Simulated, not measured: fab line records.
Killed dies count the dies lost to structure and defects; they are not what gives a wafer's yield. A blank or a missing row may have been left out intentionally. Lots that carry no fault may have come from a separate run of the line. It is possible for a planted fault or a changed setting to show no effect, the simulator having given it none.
Commonality check across tools    flow sky130    14 lots and 42 wafers in the sample

THE REASON FOR OPENING IT
Of 14 lots, 2 have the reading LDD_P_OVL flagged at SKY_LDD_P_OVL_MEAS_08. Fault-free wafers read 0.7 nm, with a standard deviation of 1.2.
Rule: a lot is flagged in two cases, either no wafer of it has a number, or all its wafers with numbers fall more than 4 standard deviations from that mean. All remaining lots are regarded as sound.

lot   measured      on          LDD_P_OVL (nm), wafer by wafer  flag
L348  day 20 05:35  overlay-01  0.2 -0.4 -1.0                   
L349  day 20 10:53  overlay-02  0.2 0.7 -1.3                    
L351  day 20 12:32  overlay-02  -0.1 0.4 0.9                    
L350  day 20 15:11  overlay-01  -1.2 0.9 0.7                    
L352  day 21 01:56  overlay-01  2.5 1.6 1.2                     
L353  day 21 18:32  overlay-02  -0.6 1.3 1.1                    
L354  day 22 05:38  overlay-01  -0.7 0.6 -1.0                   
L356  day 22 11:57  overlay-02  -0.9 1.0 -0.8                   
L355  day 22 14:29  overlay-02  9.0 9.2 9.9                     FLAGGED
L357  day 22 19:41  overlay-01  10.0 9.3 10.0                   FLAGGED
L366  day 26 17:20  overlay-01  1.2 2.2 1.7                     
L367  day 27 13:20  overlay-01  1.7 1.1 -1.1                    
L369  day 28 07:29  overlay-02  -0.3 -0.2 0.3                   
L368  day 28 08:59  overlay-01  0.1 1.5 1.7                     
On average the flagged lots' numbers are 9.6 nm, which is +8.9 nm against the usual, or +7 standard deviations.

TOOL THAT RAN EACH LOT
The record keeps 1 process step preceding the reading, out of 708 steps on the route. Every cell lists first the tool, next ch and the chambers used by the sampled wafers, and last the start.
lot   flag     SKY_LDD_P_EXPOSE_04
L348           iline_stepper-02 ch 0, day 19 14:07
L349           iline_stepper-01 ch 0, day 19 19:50
L351           iline_stepper-01 ch 0, day 19 21:43
L350           iline_stepper-01 ch 0, day 20 00:11
L352           iline_stepper-02 ch 0, day 20 10:43
L353           iline_stepper-01 ch 0, day 21 03:08
L354           iline_stepper-01 ch 0, day 21 14:18
L356           iline_stepper-02 ch 0, day 21 19:47
L355  FLAGGED  iline_stepper-01 ch 0, day 21 22:17
L357  FLAGGED  iline_stepper-01 ch 0, day 22 03:55
L366           iline_stepper-02 ch 0, day 26 02:26
L367           iline_stepper-02 ch 0, day 26 23:16
L369           iline_stepper-02 ch 0, day 27 17:41
L368           iline_stepper-02 ch 0, day 27 19:19
What the steps here do:
- SKY_LDD_P_EXPOSE_04: exposes mask PSDM, target cd 380 nm.
- SKY_LDD_P_OVL_MEAS_08

FLAGGED OVER TOTAL, TOOL BY TOOL (the gauges that took the reading come last)
step                   tool              lots run  flagged  share of the flagged lots  sound lots run after its first flagged lot
SKY_LDD_P_EXPOSE_04    iline_stepper-01  7         2        all                        0
SKY_LDD_P_EXPOSE_04    iline_stepper-02  7         0        none                       -
SKY_LDD_P_OVL_MEAS_08  overlay-01        8         1        some                       3 (L366,L367,L368)
SKY_LDD_P_OVL_MEAS_08  overlay-02        6         1        some                       1 (L369)

WHAT THE TABLE ALLOWS
In the table, 1 row covers all flagged lots: iline_stepper-01 at SKY_LDD_P_EXPOSE_04.
- iline_stepper-01 at SKY_LDD_P_EXPOSE_04: 2 of its 7 lots flagged. It ran its last sound lot, L354, at day 21 14:18 and its first flagged lot, L355, at day 21 22:17: a fault with its onset between the two fits.
Left over: one tool, iline_stepper-01 at SKY_LDD_P_EXPOSE_04.

WHAT HAD BEEN PUT IN BY THE SIMULATOR
Scanner matching overlay: iline_stepper-01, from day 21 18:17 on, at SKY_LDD_P_EXPOSE_04. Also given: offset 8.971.
Lots struck among those shown: L355, L357. This agrees with what the rule above found.
